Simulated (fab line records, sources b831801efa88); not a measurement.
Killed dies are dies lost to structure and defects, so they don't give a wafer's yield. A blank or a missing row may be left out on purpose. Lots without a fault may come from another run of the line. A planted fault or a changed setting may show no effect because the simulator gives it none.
Which tool did it? | flow sky130 | 11 lots, 33 wafers sampled, at 4 steps of a route of 708

WHAT THE GAUGES READ, wafer by wafer
SKY_METAL1_OVL_MEAS_16.
lot  | measured     | on         | METAL1_OVL (nm)
L576 | day 32 04:40 | overlay-01 | 2 5 6
L577 | day 32 19:24 | overlay-01 | 11 15 4
L578 | day 33 06:13 | overlay-02 | 2 -1 5
L579 | day 33 09:10 | overlay-02 | 10 10 9
L586 | day 36 08:16 | overlay-02 | 1 -2 0
L587 | day 36 10:19 | overlay-01 | -8 -2 -5
L588 | day 37 02:36 | overlay-02 | 0 -1 -4
L589 | day 37 17:55 | overlay-02 | 12 3 15
L590 | day 38 04:15 | overlay-02 | -6 -1 1
L591 | day 38 10:01 | overlay-01 | 1 -3 -5
L592 | day 38 11:37 | overlay-01 | -6 -11 -4

SKY_VIA2_THK_MEAS_01.
lot  | measured     | on            | VIA2_HDPCVD_THK (nm)
L576 | day 34 14:08 | film_metro-01 | 1189 1178 1178
L577 | day 35 03:37 | film_metro-03 | 1199 1201 1207
L578 | day 35 15:14 | film_metro-03 | 1188 1170 1169
L579 | day 35 18:21 | film_metro-03 | 1195 1174 1182
L586 | day 38 16:12 | film_metro-03 | 1169 1179 1180
L587 | day 38 17:58 | film_metro-03 | 1175 1176 1182
L588 | day 39 09:16 | film_metro-01 | 1186 1189 1182
L589 | day 40 00:54 | film_metro-02 | 1189 1184 1202
L590 | day 40 10:49 | film_metro-01 | 2344 2346 2356
L591 | day 40 17:35 | film_metro-03 | 2381 2392 2362
L592 | day 40 17:44 | film_metro-03 | 2384 2377 2351

WHICH TOOL RAN EACH LOT (tool, then ch and the chambers of the sampled wafers, then the start)
lot  | SKY_METAL1_STRIP_20                  | SKY_VIA2_HDPCVD_00
L576 | plasma_asher-02 ch 0,1, day 32 04:53 | hdpcvd-01 ch 0,1, day 34 14:00
L577 | plasma_asher-01 ch 0,1, day 32 19:50 | hdpcvd-01 ch 1,2, day 35 03:29
L578 | plasma_asher-01 ch 0,1, day 33 06:26 | hdpcvd-01 ch 0,1,2, day 35 15:07
L579 | plasma_asher-01 ch 0,1, day 33 09:41 | hdpcvd-01 ch 0,1, day 35 18:13
L586 | plasma_asher-01 ch 0,1, day 36 08:29 | hdpcvd-01 ch 0,1,2, day 38 16:04
L587 | plasma_asher-01 ch 0,1, day 36 10:34 | hdpcvd-02 ch 0,2, day 38 17:49
L588 | plasma_asher-03 ch 0,1, day 37 02:49 | hdpcvd-02 ch 0,2, day 39 09:08
L589 | plasma_asher-01 ch 0,1, day 37 18:08 | hdpcvd-01 ch 0,1,2, day 40 00:46
L590 | plasma_asher-02 ch 0,1, day 38 04:30 | hdpcvd-02 ch 0,1, day 40 10:23
L591 | plasma_asher-01 ch 0,1, day 38 10:16 | hdpcvd-02 ch 0,1, day 40 16:58
L592 | plasma_asher-03 ch 0,1, day 38 11:50 | hdpcvd-02 ch 0,1,2, day 40 17:19
- SKY_METAL1_STRIP_20: strips in O2/N2.
- SKY_VIA2_HDPCVD_00: deposits SiO2, target thk 1180 nm, time 196.7 s.

WHAT THE TOOLS THEMSELVES READ (means of the sampled wafers that have a number; where no wafer has one, the mark that the record gives instead)
SKY_METAL1_STRIP_20.
lot  | tool            | drypump_motor_current_A (A) | n2_flow_sccm (sccm) | oes_product_au (a.u.) | strip_time_to_endpoint_s (s)
L576 | plasma_asher-02 | 5.5                         | 301.1               | 0.345                 | 2.68
L577 | plasma_asher-01 | 5.4                         | 300.1               | 0.340                 | 2.70
L578 | plasma_asher-01 | 5.6                         | 299.7               | 0.337                 | 2.69
L579 | plasma_asher-01 | 5.6                         | 299.5               | 0.346                 | 2.66
L586 | plasma_asher-01 | 5.6                         | 299.3               | 0.342                 | 2.67
L587 | plasma_asher-01 | 5.4                         | 299.7               | 0.342                 | 2.66
L588 | plasma_asher-03 | 5.8                         | 300.5               | 0.340                 | 2.65
L589 | plasma_asher-01 | 5.4                         | 299.7               | 0.342                 | 2.69
L590 | plasma_asher-02 | 5.7                         | 300.2               | 0.336                 | 2.57
L591 | plasma_asher-01 | 5.6                         | 300.9               | 0.338                 | 2.58
L592 | plasma_asher-03 | 5.9                         | 301.1               | 0.342                 | 2.69

SKY_VIA2_HDPCVD_00.
lot  | tool      | pressure_mtorr (mTorr)
L576 | hdpcvd-01 | 6.002
L577 | hdpcvd-01 | 5.987
L578 | hdpcvd-01 | 6.008
L579 | hdpcvd-01 | 5.991
L586 | hdpcvd-01 | 5.992
L587 | hdpcvd-02 | 5.995
L588 | hdpcvd-02 | 6.001
L589 | hdpcvd-01 | 6.003
L590 | hdpcvd-02 | 5.995
L591 | hdpcvd-02 | 5.994
L592 | hdpcvd-02 | 6.001

THE ANSWER, worked out from the rows above alone
Rule: what is usual is taken from the lots themselves. Put in order of their means at a reading, lots are off if they are a third of the lots or fewer, leave a main group of 4 or more, and stand apart from it by a gap of 3 or more times the standard deviation of the main group's means; of several such gaps the widest counts. A main group whose means are all the same, to the digits that the tables above print for the reading, isn't used. A lot without any number at a reading at which 4 lots or more have one is off too. The other lots that the step has rows for count as sound. The gauges are gone through in route order, then the tools' own readings, and for those a lot's mean is taken as printed above. The first step at which some lot is off is used, and at that step the reading that is off furthest; a lot without a number counts as furthest.
Off: L590, L591, L592, at SKY_VIA2_THK_MEAS_01 (VIA2_HDPCVD_THK). The main group: mean 1184 nm, standard deviation 8.5.
A tool fits if, at a process step before that reading, it ran every lot that is off, and no sound lot after the first of them. The gauges at SKY_VIA2_THK_MEAS_01 are tried like those tools. One fits: hdpcvd-02 at SKY_VIA2_HDPCVD_00. Its last sound lot is L588 (day 39 09:08), its first lot that is off L590 (day 40 10:23): a fault that began between those two fits.

WHAT THE SIMULATOR HAD PUT IN
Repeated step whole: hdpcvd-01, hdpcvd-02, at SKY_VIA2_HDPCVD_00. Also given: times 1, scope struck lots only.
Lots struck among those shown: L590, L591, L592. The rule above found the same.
